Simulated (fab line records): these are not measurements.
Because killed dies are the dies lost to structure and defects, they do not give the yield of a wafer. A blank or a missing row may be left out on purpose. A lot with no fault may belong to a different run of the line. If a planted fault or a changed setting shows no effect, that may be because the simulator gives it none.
fab line records	flow sky130
record: lots: 10	wafers: 30	last-day: 50
route steps=708 shown POLY_CUT@315 SD_P@330 LI_CONTACT@375 PAD_OPEN@708
lots that met no fault: taken from a fault-free run of the same line
start-h: hours from the record's first day to the start of the lot's first wafer shown	wait-h: hours elapsed since this lot's preceding step	" unchanged from the row above	L1.1+2: a row that stands for several wafers	- no value, or no start given	* or withheld: withheld	< > ~ a bound
route shown NAME@n: NAME is a module with steps in the file, n the number in the route of the first one	usual: average and standard deviation across the fault-free wafers	same: alike in all rows	chamber/n: place in a boat	sites: per-site readings	_std_site: their standard deviation	_edge_site: mean of outer sites minus mean of inner sites	radius-mm: for every site, how far away it sits from the centre of the wafer	mask NAME#n: copy n	behind: the last tool/chamber to shape the wafer	hold: why the lot was held/for how many hours/how that ended	device: the transistor (n, p or np) that didn't switch	end of line: at the end of the route, the tests of the same wafers	for a step that has no rows: nothing shown but its recipe	killed: at the first sort, the dies lost to defects and structure; wafer yield is something else	map: a wafer's dies, marking killed ones x, the rest . and places with no die _
set.NAME: setting as actually run; set.NAME@STEP: the setting as run at that earlier step	model.NAME: the simulator's own value behind a step, which no gauge read
one table for each step of the route and one row for each wafer, over a sample of lots
services: a tool's chamber out of use, with start hour (start-h, from the record's first day; less than 0 if before it), hours out, and reason
== steps ==
step: SKY_POLY_CUT_CD_MEAS_08
recipe: target-cd-nm: 270
usual: cd-nm: 270.0/1.3
lot.wafer	tool	chamber	start-h	wait-h	cd-nm
L426.1	cd-sem-02	-	621.74	-	270.5
L426.4	"	-	"	"	270.3
L426.5	"	-	"	"	268.9
L431.1	cd-sem-01	-	663.76	-	269.3
L431.3	"	-	"	"	268.4
L431.4	"	-	"	"	268.1
L432.1	cd-sem-02	-	670.56	-	268.8
L432.2	"	-	"	"	270.6
L432.3	"	-	"	"	271.3
L433.1	cd-sem-02	-	681.34	-	268.8
L433.3	"	-	"	"	267.7
L433.6	"	-	"	"	269.4
L436.2	cd-sem-01	-	703.58	-	265.8
L436.4	"	-	"	"	266.7
L436.6	"	-	"	"	267.5
L437.1	cd-sem-02	-	715.05	-	270.6
L437.4	"	-	"	"	268.2
L437.5	"	-	"	"	270.1
L438.2	cd-sem-02	-	725.01	-	272.2
L438.3	"	-	"	"	272.3
L438.5	"	-	"	"	271.1
L439.1	cd-sem-01	-	736.86	-	269.5
L439.4	"	-	"	"	269.6
L439.5	"	-	"	"	269.5
L440.2	cd-sem-02	-	749.37	-	271.7
L440.4	"	-	"	"	271.3
L440.5	"	-	"	"	270.9
L441.1	cd-sem-01	-	752.15	-	268.5
L441.2	"	-	"	"	269.1
L441.3	"	-	"	"	269.1
step: SKY_SD_P_STRIP_10
recipe: chemistry: O2/N2	power-w: 1400	pressure-mtorr: 1500	platen-temp-c: withheld	o2-flow-sccm: 3000	n2-flow-sccm: 300	overash-fraction: 0.5
usual: drypump-motor-current-A: 5.6/0.57	o2-flow-sccm: 3000/10	oes-product-au: 0.618/0.0045	strip-time-to-endpoint-s: 17.48/0.036
lot.wafer	tool	chamber	start-h	wait-h	drypump-motor-current-A	o2-flow-sccm	oes-product-au	rf-hours-counter-h	strip-time-to-endpoint-s
L426.1	plasma-asher-03	1	651.11	0.1	5.3	2992	0.617	90	17.48
L426.4	"	0	"	"	5.3	2993	0.618	-	17.52
L426.5	"	1	"	"	5.2	3006	0.610	-	17.56
L431.1	plasma-asher-02	0	692.64	0.1	4.9	2990	0.621	87	17.48
L431.3	"	0	"	"	4.9	2969	0.620	-	17.46
L431.4	"	1	"	"	6.2	2988	0.616	-	17.49
L432.1	plasma-asher-04	1	699.24	0.1	5.5	2996	0.618	58	17.45
L432.2	"	0	"	"	6.6	2996	0.615	58	17.44
L432.3	"	0	"	"	6.6	3004	0.616	-	17.45
L433.1	plasma-asher-03	1	709.89	0.1	5.2	3008	0.622	96	17.47
L433.3	"	1	"	"	5.2	3019	0.623	-	17.48
L433.6	"	1	"	"	5.2	3004	0.616	-	17.54
L436.2	plasma-asher-04	1	732.36	0.1	5.5	3022	0.616	62	17.51
L436.4	"	0	"	"	6.6	2992	0.617	-	17.54
L436.6	"	0	"	"	6.6	3005	0.624	-	17.51
L437.1	plasma-asher-02	0	742.93	0.1	4.9	3003	0.616	93	17.48
L437.4	"	1	"	"	6.1	3014	0.619	-	17.51
L437.5	"	1	"	"	6.1	3000	0.613	-	17.48
L438.2	plasma-asher-04	0	753.28	0.1	6.6	2995	0.629	64	17.48
L438.3	"	0	"	"	6.6	2984	0.614	-	17.45
L438.5	"	0	"	"	6.6	2984	0.616	-	17.46
L439.1	plasma-asher-04	0	764.58	0.1	6.6	2982	0.618	65	17.52
L439.4	"	0	"	"	6.6	2995	0.610	-	17.49
L439.5	"	0	"	"	6.6	2994	0.613	-	17.51
L440.2	plasma-asher-04	1	776.89	0.1	5.5	3015	0.613	66	17.53
L440.4	"	0	"	"	6.6	2988	0.615	-	17.47
L440.5	"	0	"	"	6.6	2987	0.615	-	17.48
L441.1	plasma-asher-03	1	779.84	0.1	5.2	3000	0.617	3	17.47
L441.2	"	0	"	"	5.3	3000	0.615	3	17.49
L441.3	"	1	"	"	5.3	3002	0.615	-	17.48
step: SKY_LI_CONTACT_OVL_MEAS_13
usual: LI_CONTACT_OVL: -1/5.7
lot.wafer	tool	chamber	start-h	wait-h	LI_CONTACT_OVL[nm]
L426.1	overlay-01	-	738.11	0.1	-2
L426.4	"	-	"	"	3
L426.5	"	-	"	"	6
L431.1	overlay-01	-	776.82	0.1	9
L431.3	"	-	"	"	4
L431.4	"	-	"	"	-5
L432.1	overlay-02	-	784.23	0.1	-6
L432.2	"	-	"	"	0
L432.3	"	-	"	"	-3
L433.1	overlay-02	-	794.63	0.1	-1
L433.3	"	-	"	"	-4
L433.6	"	-	"	"	-1
L436.2	overlay-02	-	814.53	0.1	-6
L436.4	"	-	"	"	-7
L436.6	"	-	"	"	-9
L437.1	overlay-02	-	826.73	0.1	4
L437.4	"	-	"	"	2
L437.5	"	-	"	"	3
L438.2	overlay-02	-	835.71	0.1	-1
L438.3	"	-	"	"	-5
L438.5	"	-	"	"	-4
L439.1	overlay-01	-	846.30	0.1	2
L439.4	"	-	"	"	4
L439.5	"	-	"	"	8
L440.2	overlay-02	-	858.08	0.1	2
L440.4	"	-	"	"	-2
L440.5	"	-	"	"	-2
L441.1	overlay-01	-	860.43	0.1	-6
L441.2	"	-	"	"	-3
L441.3	"	-	"	"	-4
step: SKY_LI_CONTACT_ETCH_14
recipe: chemistry: N2/H2	target: BARC	ion-energy-ev: 200	source-w: 500	bias-w: 100	pressure-mtorr: 30	n2-flow-sccm: 100	h2-flow-sccm: 200	stop-on: SiO2	time-s: 45.9	target-depth-a: 600
usual: bias-w: 100.0/0.32	chamber-pressure-mTorr: 29.997/0.026	drypump-motor-current-A: 5.7/0.34	h2-flow-sccm: 200.0/0.66	oes-product-au: 0.855/0.0051	throttle-valve-pct: 13.224/0.0097
lot.wafer	tool	chamber	start-h	wait-h	bias-w	chamber-pressure-mTorr	drypump-motor-current-A	h2-flow-sccm	oes-product-au	rf-hours-counter-h	throttle-valve-pct
L426.1	rie-diel-04	1	738.14	0.0	99.6	29.965	5.8	200.9	0.860	14	13.213
L426.4	"	2	"	"	99.6	30.037	6.0	200.6	0.849	2	13.220
L426.5	"	0	"	"	100.0	30.006	5.5	199.9	0.854	-	13.228
L431.1	rie-diel-02	3	776.86	0.0	-	-	-	-	-	-	-
L431.3	"	0	"	"	-	-	-	-	-	-	-
L431.4	"	2	"	"	-	-	-	-	-	-	-
L432.1	rie-diel-01	2	784.26	0.0	-	-	-	-	-	-	-
L432.2	"	3	"	"	-	-	-	-	-	-	-
L432.3	"	1	"	"	-	-	-	-	-	-	-
L433.1	rie-diel-04	2	794.66	0.0	-	-	-	-	-	-	-
L433.3	"	3	"	"	-	-	-	-	-	-	-
L433.6	"	0	"	"	-	-	-	-	-	-	-
L436.2	rie-diel-02	0	814.56	0.0	100.0	30.020	4.8	198.8	0.861	13	13.238
L436.4	"	3	"	"	100.1	29.969	6.3	199.0	0.854	2	13.219
L436.6	"	3	"	"	100.1	30.003	6.3	199.2	0.855	-	13.240
L437.1	rie-diel-01	3	826.76	0.0	100.0	29.990	6.0	198.8	0.859	19	13.230
L437.4	"	1	"	"	100.6	29.976	5.4	200.7	0.859	-	13.214
L437.5	"	2	"	"	100.2	29.991	5.9	200.2	0.847	-	13.225
L438.2	rie-diel-04	1	835.74	0.0	99.3	29.998	5.8	198.9	0.852	17	13.225
L438.3	"	3	"	"	99.9	30.013	5.8	200.6	0.860	4	13.227
L438.5	"	0	"	"	99.8	30.016	5.5	200.1	0.858	-	13.225
L439.1	rie-diel-01	3	846.33	0.0	99.7	30.012	6.0	199.7	0.850	19	13.218
L439.4	"	2	"	"	99.7	29.974	5.9	199.2	0.860	9	13.220
L439.5	"	0	"	"	100.2	29.960	5.6	199.6	0.854	-	13.243
L440.2	rie-diel-01	2	858.11	0.0	99.9	29.962	5.9	200.6	0.853	9	13.232
L440.4	"	3	"	"	99.9	29.983	5.9	200.6	0.862	20	13.225
L440.5	"	0	"	"	100.1	30.038	5.6	199.7	0.858	-	13.224
L441.1	rie-diel-04	2	860.46	0.0	100.1	29.937	6.0	200.1	0.858	6	13.220
L441.2	"	0	"	"	99.5	30.058	5.5	199.6	0.847	7	13.223
L441.3	"	3	"	"	100.6	30.046	5.8	200.2	0.857	5	13.228
step: SKY_LI_CONTACT_ETCH_15
recipe: target: PSG	chemistry: C4F8/O2/Ar	stop-on: Si	taper-deg: 4.15	mask-material: KrF-thick	source-w: 1500	bias-w: 1200	pressure-mtorr: 40	c4f8-flow-sccm: withheld	O2_flow_sccm: 6	Ar_flow_sccm: 300	time-s: withheld	target-depth-a: 6000
usual: bias-w: 1200/3.4	chamber-pressure-mTorr: 40.00/0.033	oes-product-au: 0.837/0.0048
lot.wafer	tool	chamber	start-h	wait-h	bias-w	chamber-pressure-mTorr	oes-product-au
L426.1	rie-diel-04	1	738.18	0.0	1199	40.02	0.843
L426.4	"	2	"	"	1197	39.96	0.838
L426.5	"	0	"	"	1201	40.00	0.840
L431.1	rie-diel-02	3	776.90	0.0	1196	40.02	0.364
L431.3	"	0	"	"	1195	40.06	0.370
L431.4	"	2	"	"	1205	40.03	0.379
L432.1	rie-diel-01	2	784.30	0.0	1201	39.99	0.377
L432.2	"	3	"	"	1204	40.03	0.365
L432.3	"	1	"	"	1204	39.99	0.374
L433.1	rie-diel-04	2	794.70	0.0	1204	39.95	0.380
L433.3	"	3	"	"	1195	40.00	0.374
L433.6	"	0	"	"	1195	40.09	0.379
L436.2	rie-diel-02	0	814.60	0.0	1203	40.07	0.836
L436.4	"	3	"	"	1198	40.00	0.843
L436.6	"	3	"	"	1194	40.01	0.834
L437.1	rie-diel-01	3	826.80	0.0	1200	40.02	0.840
L437.4	"	1	"	"	1195	40.00	0.834
L437.5	"	2	"	"	1196	40.01	0.836
L438.2	rie-diel-04	1	835.78	0.0	1205	40.01	0.838
L438.3	"	3	"	"	1194	39.99	0.838
L438.5	"	0	"	"	1191	39.96	0.831
L439.1	rie-diel-01	3	846.37	0.0	1204	39.97	0.831
L439.4	"	2	"	"	1203	40.05	0.837
L439.5	"	0	"	"	1203	39.96	0.831
L440.2	rie-diel-01	2	858.16	0.0	1200	40.04	0.847
L440.4	"	3	"	"	1197	39.96	0.842
L440.5	"	0	"	"	1199	40.03	0.834
L441.1	rie-diel-04	2	860.51	0.0	1200	39.98	0.829
L441.2	"	0	"	"	1203	40.04	0.837
L441.3	"	3	"	"	1204	39.98	0.835
step: SKY_LI_CONTACT_STRIP_16
recipe: chemistry: O2/N2	power-w: 1400	pressure-mtorr: 1500	platen-temp-c: withheld	o2-flow-sccm: 3000	n2-flow-sccm: 300	overash-fraction: 0.5
usual: drypump-motor-current-A: 5.6/0.49	o2-flow-sccm: 2999/8.9	oes-product-au: 0.376/0.005	strip-time-to-endpoint-s: 3.49/0.049
lot.wafer	tool	chamber	start-h	wait-h	drypump-motor-current-A	o2-flow-sccm	oes-product-au	rf-hours-counter-h	strip-time-to-endpoint-s
L426.1	plasma-asher-02	1	738.27	-	6.2	3004	0.367	92	3.49
L426.4	"	0	"	"	4.9	3006	0.381	-	3.51
L426.5	"	0	"	"	4.9	3004	0.380	-	3.49
L431.1	plasma-asher-03	1	776.98	-	5.2	2986	0.400	3	3.96
L431.3	"	1	"	"	5.2	3014	0.404	-	3.96
L431.4	"	0	"	"	5.3	3008	0.401	-	3.97
L432.1	plasma-asher-02	0	784.39	-	4.9	3009	0.389	97	3.89
L432.2	"	1	"	"	6.2	2996	0.394	97	3.99
L432.3	"	0	"	"	4.9	3015	0.393	-	3.93
L433.1	plasma-asher-03	1	794.79	-	5.3	2991	0.395	5	4.01
L433.3	"	1	"	"	5.3	2988	0.400	-	3.98
L433.6	"	0	"	"	5.3	3009	0.394	-	4.00
L436.2	plasma-asher-01	0	814.69	-	6.1	3010	0.375	38	3.57
L436.4	"	1	"	"	5.7	3014	0.378	-	3.48
L436.6	"	1	"	"	5.7	3005	0.378	-	3.53
L437.1	plasma-asher-03	1	826.89	-	5.2	3011	0.372	8	3.58
L437.4	"	1	"	"	5.2	3006	0.376	-	3.49
L437.5	"	1	"	"	5.2	3001	0.373	-	3.47
L438.2	plasma-asher-02	1	835.87	-	6.2	2989	0.372	102	3.50
L438.3	"	0	"	"	4.9	3012	0.375	-	3.54
L438.5	"	0	"	"	4.9	3008	0.375	-	3.47
L439.1	plasma-asher-02	1	846.46	-	6.2	3014	0.389	103	3.53
L439.4	"	0	"	"	4.9	2999	0.366	-	3.43
L439.5	"	0	"	"	4.9	2995	0.378	-	3.46
L440.2	plasma-asher-03	1	858.24	-	5.2	2991	0.368	11	3.43
L440.4	"	1	"	"	5.2	3009	0.374	-	3.56
L440.5	"	1	"	"	5.2	3007	0.379	-	3.48
L441.1	plasma-asher-01	0	860.59	-	6.1	3001	0.381	43	3.49
L441.2	"	1	"	"	5.7	2994	0.376	43	3.49
L441.3	"	0	"	"	6.1	3001	0.381	-	3.53
step: SKY_PAD_OPEN_PROBE_99
usual: killed_at_M0_to_M3: 43/6.7	killed_at_M4_up: 3.1/1.9	killed-at-contacts: 25/5	killed-at-front-end: 15/4	killed-at-other: 0.4/0.69	killed-dies: 87/9.2	killed-on-rim: 17/3.6	killed-open: 46/7.1	killed-short: 40/6.8
same: gross-dies: 492	killed-at-back-side: 0
lot.wafer	tool	chamber	start-h	wait-h	killed_at_M0_to_M3	killed_at_M4_up	killed-at-contacts	killed-at-front-end	killed-at-other	killed-dies	killed-on-rim	killed-open	killed-short
L431.1	prober-01	-	1152.48	0.1	42	4	434	12	0	492	96	40	42
L431.3	prober-01	-	1152.58	0.2	47	4	427	14	0	492	96	51	33
L431.4	prober-01	-	1152.63	0.2	35	5	442	9	1	492	96	41	30
L432.1	prober-01	-	1155.94	0.1	42	1	433	16	0	492	96	44	41
L432.2	prober-01	-	1155.99	0.1	55	5	418	14	0	492	96	42	53
L432.3	prober-01	-	1156.04	0.2	37	2	438	15	0	492	96	46	37
L433.1	prober-02	-	1161.48	0.1	48	2	424	17	1	492	96	53	36
L433.3	prober-02	-	1161.58	0.2	36	1	440	13	2	492	96	38	40
L433.6	prober-02	-	1161.73	0.2	42	1	430	18	1	492	96	46	36
L436.2	prober-01	-	1175.62	0.1	58	5	29	11	0	103	23	55	48
L436.4	prober-01	-	1175.72	0.2	49	5	26	17	1	98	17	39	59
L436.6	prober-01	-	1175.82	0.2	47	3	17	8	0	75	12	43	32
killed by level:class
L431.1 LI_CONTACT:area-etch=410 LI_CONTACT:geometric-particle:open=10 VIA1:geometric-particle:open=8 METAL2:geometric-particle:short=8 CONTACT:geometric-particle:open=6 VIA3:geometric-particle:open=5 VIA2:geometric-particle:open=5 VIA1:geometric-particle:short=5
L431.3 LI_CONTACT:area-etch=408 VIA1:geometric-particle:open=15 CONTACT:geometric-particle:open=8 METAL1:geometric-particle:short=6 VIA2:geometric-particle:open=6 FIELD_ISO:geometric-particle:open=5 LI_CONTACT:geometric-particle:open=5 VIA3:geometric-particle:open=5
L431.4 LI_CONTACT:area-etch=420 LI_CONTACT:geometric-particle:open=11 VIA1:geometric-particle:open=8 METAL1:geometric-particle:short=6 VIA3:geometric-particle:open=4 CONTACT:geometric-particle:open=4 VIA2:geometric-particle:short=4 VIA2:geometric-particle:open=4
L432.1 LI_CONTACT:area-etch=407 VIA1:geometric-particle:open=10 LI_CONTACT:geometric-particle:open=9 VIA1:geometric-particle:short=9 CONTACT:geometric-particle:open=8 CONTACT:geometric-particle:short=7 METAL1:geometric-particle:short=7 POLY_GATE:geometric-particle:short=5
L432.2 LI_CONTACT:area-etch=393 VIA1:geometric-particle:short=10 VIA1:geometric-particle:open=10 METAL1:geometric-particle:short=9 CONTACT:geometric-particle:open=8 VIA2:geometric-particle:open=7 METAL2:geometric-particle:short=6 CONTACT:geometric-particle:short=5
L432.3 LI_CONTACT:area-etch=407 CONTACT:geometric-particle:open=9 LI_CONTACT:geometric-particle:open=8 FIELD_ISO:geometric-particle:open=7 VIA1:geometric-particle:short=7 CONTACT:geometric-particle:short=6 VIA1:geometric-particle:open=6 VIA2:geometric-particle:short=6
L433.1 LI_CONTACT:area-etch=402 VIA1:geometric-particle:open=10 METAL2:geometric-particle:short=9 VIA3:geometric-particle:open=9 FIELD_ISO:geometric-particle:open=7 LI_CONTACT:geometric-particle:open=7 CONTACT:geometric-particle:open=6 VIA1:geometric-particle:short=6
L433.3 LI_CONTACT:area-etch=413 LOCAL_INTERCONNECT:geometric-particle:short=9 VIA1:geometric-particle:open=9 LI_CONTACT:geometric-particle:open=6 CONTACT:geometric-particle:open=5 VIA1:geometric-particle:short=5 VIA2:geometric-particle:short=5 FIELD_ISO:geometric-particle:open=4
L433.6 LI_CONTACT:area-etch=410 VIA1:geometric-particle:open=10 VIA2:geometric-particle:open=8 LI_CONTACT:geometric-particle:open=6 METAL1:geometric-particle:short=6 FIELD_ISO:geometric-particle:short=5 VIA3:geometric-particle:open=5 CONTACT:geometric-particle:open=5
L436.2 CONTACT:geometric-particle:open=12 VIA1:geometric-particle:short=11 VIA1:geometric-particle:open=10 VIA3:geometric-particle:open=8 LI_CONTACT:geometric-particle:open=7 METAL2:geometric-particle:short=7 VIA2:geometric-particle:open=7 CONTACT:geometric-particle:short=6
L436.4 VIA1:geometric-particle:open=12 METAL2:geometric-particle:short=9 LI_CONTACT:geometric-particle:open=8 CONTACT:geometric-particle:open=8 FIELD_ISO:geometric-particle:short=6 POLY_GATE:geometric-particle:short=6 VIA1:geometric-particle:short=6 VIA2:geometric-particle:open=5
L436.6 VIA3:geometric-particle:open=8 VIA2:geometric-particle:open=8 VIA1:geometric-particle:open=7 METAL1:geometric-particle:short=6 CONTACT:geometric-particle:open=5 VIA1:geometric-particle:short=4 LI_CONTACT:geometric-particle:open=4 METAL2:geometric-particle:open=4
== services ==
tool	chamber	start-h	hours	kind
rie-diel-04	2	642.20	-	clean
rie-diel-04	2	642.20	16.6	scheduled-down
rie-diel-02	3	646.84	5.1	repair
rie-diel-04	3	649.94	4.7	repair
plasma-asher-01	-	653.95	1.4	repair
plasma-asher-04	-	654.22	2.8	pm
rie-diel-01	3	674.53	6.9	repair
rie-diel-01	0	680.12	9.9	repair
rie-diel-02	0	697.32	6.4	repair
rie-diel-01	-	714.24	5.7	repair
plasma-asher-03	-	717.84	0.6	repair
rie-diel-04	0	720.72	6.9	repair
rie-diel-01	0	728.48	3.9	repair
plasma-asher-03	-	733.75	9.0	pm
rie-diel-01	0	738.54	7.4	repair
rie-diel-02	-	740.99	1.0	repair
plasma-asher-03	-	745.64	1.0	repair
rie-diel-04	-	746.43	0.2	repair
rie-diel-04	3	751.60	4.7	repair
rie-diel-01	2	772.10	7.7	repair
rie-diel-04	-	775.82	1.0	repair
plasma-asher-04	-	778.82	2.6	repair
rie-diel-01	0	791.59	8.7	repair
plasma-asher-03	-	823.44	1.9	repair
== key ==
first-sign: step: SKY_LI_CONTACT_ETCH_14	reading: tool-record	direction: missing
effect: step: SKY_LI_CONTACT_ETCH_15	reading: oes-product-au	direction: down	sigmas: 96	usual: 0.837	struck: 0.374
effect: step: SKY_LI_CONTACT_STRIP_16	reading: strip-time-to-endpoint-s	direction: up	sigmas: 9.7	usual: *	struck: *
effect: step: SKY_PAD_OPEN_PROBE_99	reading: killed-at-contacts	direction: up	sigmas: 82	usual: 25	struck: 432
more-kills-born-at: SKY_LI_CONTACT_ETCH_14@rie-diel-02: 1238	SKY_LI_CONTACT_ETCH_14@rie-diel-04: 1225	SKY_LI_CONTACT_ETCH_14@rie-diel-01: 1207
met-at SKY_LI_CONTACT_ETCH_14
struck-lots L431,L432,L433
later-rows-left-out L431.1,L431.3,L431.4,L432.1,L432.2,L432.3,L433.1,L433.3,L433.6
tester-left-out L431,L432,L433
not-acting-at SKY_POLY_CUT_CD_MEAS_08,SKY_SD_P_STRIP_10,SKY_LI_CONTACT_OVL_MEAS_13
onset-between 738.14 776.86
fault: kind: skipped-step-whole	tool: rie-diel-01,rie-diel-02,rie-diel-04	chamber: -	onset-h: 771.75	steps: SKY_LI_CONTACT_ETCH_14	scope: struck-lots-only
tester-left-out: of these lots the tester's yield and bins aren't shown, on N5 and GAA mostly nor the transistor test; their killed dies are dies lost to structure and defects alone, not to doping, threshold or leakage, so they don't give the yield
later-rows-left-out: the simulator's readings of these wafers behind a module that went badly wrong aren't trusted and aren't shown, but for the sort
